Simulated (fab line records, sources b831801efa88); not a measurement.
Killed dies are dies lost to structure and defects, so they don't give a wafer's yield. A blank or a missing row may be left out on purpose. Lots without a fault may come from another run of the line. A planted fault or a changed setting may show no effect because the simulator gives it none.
Which tool did it? | flow sky130 | 13 lots, 39 wafers sampled, at 4 steps of a route of 708

WHAT THE GAUGES READ, wafer by wafer
The record holds no reading of a measuring or inspecting step that can be judged against a usual standard deviation.

WHICH TOOL RAN EACH LOT (tool, then ch and the chambers of the sampled wafers, then the start)
lot  | SKY_LI_CONTACT_CMP_24         | SKY_LOCAL_INTERCONNECT_SPUTTER_00 | SKY_METAL1_DESCUM_17              | SKY_METAL3_SPUTTER_02
L650 | cmp-02 ch 0,1,2, day 29 10:12 | pvd_sputter-03, day 29 10:27      | rie_metal-04 ch 0,1, day 32 22:51 | pvd_sputter-04, day 36 12:18
L651 | cmp-01 ch 0,1, day 30 09:30   | pvd_sputter-02, day 30 09:48      | rie_metal-03 ch 0,1, day 33 21:41 | pvd_sputter-03, day 37 11:03
L654 | cmp-01 ch 1,2,3, day 30 17:24 | pvd_sputter-01, day 30 17:42      | rie_metal-04 ch 0,1, day 34 05:54 | pvd_sputter-01, day 37 17:42
L653 | cmp-01 ch 1,2,3, day 30 19:02 | pvd_sputter-03, day 30 19:14      | rie_metal-03 ch 0,1, day 34 08:33 | pvd_sputter-04, day 37 21:29
L655 | cmp-02 ch 1,2,3, day 30 22:40 | pvd_sputter-01, day 30 22:49      | rie_metal-01 ch 0,1, day 34 10:53 | pvd_sputter-04, day 37 22:26
L657 | cmp-01 ch 0,2,3, day 32 00:52 | pvd_sputter-02, day 32 01:10      | rie_metal-01 ch 0,1, day 35 12:17 | pvd_sputter-01, day 39 00:06
L659 | cmp-02 ch 1,2, day 32 04:20   | pvd_sputter-02, day 32 04:38      | rie_metal-01 ch 0,1, day 35 15:35 | pvd_sputter-01, day 39 02:59
L661 | cmp-02 ch 0,1,2, day 33 03:31 | pvd_sputter-02, day 33 03:40      | rie_metal-04 ch 0,1, day 36 14:33 | pvd_sputter-03, day 39 23:10
L662 | cmp-01 ch 0,2, day 33 07:59   | pvd_sputter-03, day 33 08:14      | rie_metal-04 ch 0,1, day 36 18:10 | pvd_sputter-01, day 40 04:16
L663 | cmp-02 ch 0,1,3, day 33 16:23 | pvd_sputter-02, day 33 16:38      | rie_metal-03 ch 0, day 37 02:53   | pvd_sputter-04, day 40 12:38
L664 | cmp-02 ch 0,1,3, day 33 20:08 | pvd_sputter-02, day 33 20:26      | rie_metal-01 ch 0,1, day 37 06:22 | pvd_sputter-03, day 40 14:01
L672 | cmp-01 ch 0,1,3, day 36 01:39 | pvd_sputter-01, day 36 01:51      | rie_metal-01 ch 0,1, day 39 09:59 | pvd_sputter-01, day 42 16:35
L673 | cmp-02 ch 1,2,3, day 36 13:47 | pvd_sputter-01, day 36 14:02      | rie_metal-03 ch 0,1, day 39 19:59 | pvd_sputter-01, day 43 02:28
- SKY_LI_CONTACT_CMP_24: polishes, stops on PSG, t overpolish 20 s, target thk 0 nm.
- SKY_LOCAL_INTERCONNECT_SPUTTER_00: material TiN, target thk 100 nm, time 83.3 s.
- SKY_METAL1_DESCUM_17: chemistry O2, time 8 s.
- SKY_METAL3_SPUTTER_02: material AlCu, target thk 735 nm, time 39.1 s.

WHAT THE TOOLS THEMSELVES READ (means of the sampled wafers that have a number; where no wafer has one, the mark that the record gives instead)
SKY_LI_CONTACT_CMP_24. Usual: edge_zone_pressure_frac 1.000, standard deviation 0.0046; motor_current_A 10.7 A, standard deviation 0.86; overpolish_run_s 20.000 s, standard deviation 0.0095; platen_rpm 60.00 rpm, standard deviation 0.035; time_to_endpoint_s 98 s, standard deviation 3.2.
lot  | tool   | edge_zone_pressure_frac | motor_current_A (A) | overpolish_run_s (s) | platen_rpm (rpm) | time_to_endpoint_s (s) | flag
L650 | cmp-02 | 0.998                   | 10.3                | 20.001               | 59.98            | 98                     |
L651 | cmp-01 | 0.994                   | 9.9                 | 20.002               | 59.99            | 98                     |
L654 | cmp-01 | 1.000                   | 11.0                | 19.999               | 60.00            | 98                     |
L653 | cmp-01 | 1.002                   | 10.7                | 20.000               | 59.98            | 98                     |
L655 | cmp-02 | 0.997                   | 10.2                | 19.995               | 59.99            | 97                     |
L657 | cmp-01 | 0.997                   | 11.5                | 19.986               | 60.03            | 93                     |
L659 | cmp-02 | 1.000                   | 10.0                | 20.006               | 59.99            | 105                    |
L661 | cmp-02 | 0.999                   | 10.8                | 19.998               | 65.99            | 90                     | OFF
L662 | cmp-01 | 1.002                   | 11.3                | 20.005               | 60.04            | 97                     |
L663 | cmp-02 | 0.999                   | 10.4                | 19.999               | 66.02            | 87                     | OFF
L664 | cmp-02 | 0.995                   | 10.3                | 20.006               | 66.02            | 88                     | OFF
L672 | cmp-01 | 1.002                   | 10.6                | 20.004               | 59.98            | 99                     |
L673 | cmp-02 | 1.004                   | 10.2                | 19.995               | 60.00            | 98                     |

SKY_LOCAL_INTERCONNECT_SPUTTER_00. Usual: throttle_valve_pct 30.4 %, standard deviation 1.1.
lot  | tool           | throttle_valve_pct (%) | flag
L650 | pvd_sputter-03 | 31.0                   |
L651 | pvd_sputter-02 | 29.7                   |
L654 | pvd_sputter-01 | 29.0                   |
L653 | pvd_sputter-03 | 30.0                   |
L655 | pvd_sputter-01 | 30.9                   |
L657 | pvd_sputter-02 | 29.9                   |
L659 | pvd_sputter-02 | 30.4                   |
L661 | pvd_sputter-02 | 29.3                   |
L662 | pvd_sputter-03 | 30.3                   |
L663 | pvd_sputter-02 | 30.3                   |
L664 | pvd_sputter-02 | 29.9                   |
L672 | pvd_sputter-01 | 30.1                   |
L673 | pvd_sputter-01 | 31.8                   |

SKY_METAL1_DESCUM_17. Usual: drypump_motor_current_A 5.7 A, standard deviation 0.48; oes_product_au 1.003 a.u., standard deviation 0.0094.
lot  | tool         | drypump_motor_current_A (A) | oes_product_au (a.u.) | flag
L650 | rie_metal-04 | 5.5                         | 1.001                 |
L651 | rie_metal-03 | 6.4                         | 1.010                 |
L654 | rie_metal-04 | 5.7                         | 0.997                 |
L653 | rie_metal-03 | 6.2                         | 1.013                 |
L655 | rie_metal-01 | 5.3                         | 0.994                 |
L657 | rie_metal-01 | 5.3                         | 1.000                 |
L659 | rie_metal-01 | 5.3                         | 0.992                 |
L661 | rie_metal-04 | 5.7                         | 1.003                 |
L662 | rie_metal-04 | 5.5                         | 1.009                 |
L663 | rie_metal-03 | 6.5                         | 1.007                 |
L664 | rie_metal-01 | 5.3                         | 0.997                 |
L672 | rie_metal-01 | 5.3                         | 0.999                 |
L673 | rie_metal-03 | 6.2                         | 1.003                 |

SKY_METAL3_SPUTTER_02. Usual: throttle_valve_pct 30.4 %, standard deviation 1.1.
lot  | tool           | throttle_valve_pct (%) | flag
L650 | pvd_sputter-04 | 30.2                   |
L651 | pvd_sputter-03 | 30.3                   |
L654 | pvd_sputter-01 | 30.7                   |
L653 | pvd_sputter-04 | 30.4                   |
L655 | pvd_sputter-04 | 30.5                   |
L657 | pvd_sputter-01 | 30.0                   |
L659 | pvd_sputter-01 | 30.2                   |
L661 | pvd_sputter-03 | 30.4                   |
L662 | pvd_sputter-01 | 30.8                   |
L663 | pvd_sputter-04 | 31.3                   |
L664 | pvd_sputter-03 | 30.4                   |
L672 | pvd_sputter-01 | 29.3                   |
L673 | pvd_sputter-01 | 30.7                   |

THE ANSWER, worked out from the rows above alone
Rule: a lot is off if the mean of its wafers that have a number lies more than 3 standard deviations from the usual mean. A lot without any number at a reading at which 4 lots or more have one is off too. The other lots that the step has rows for count as sound. The gauges are gone through in route order, then the tools' own readings, and for those a lot's mean is taken as printed above. The first step at which some lot is off is used, and at that step the reading that is off furthest; a lot without a number counts as furthest.
Off: L661, L663, L664, at SKY_LI_CONTACT_CMP_24 (platen_rpm).
A tool fits if, at that step or a process step before it, it ran every lot that is off, and no sound lot after the first of them. None of those tried fits.

WHAT THE SIMULATOR HAD PUT IN
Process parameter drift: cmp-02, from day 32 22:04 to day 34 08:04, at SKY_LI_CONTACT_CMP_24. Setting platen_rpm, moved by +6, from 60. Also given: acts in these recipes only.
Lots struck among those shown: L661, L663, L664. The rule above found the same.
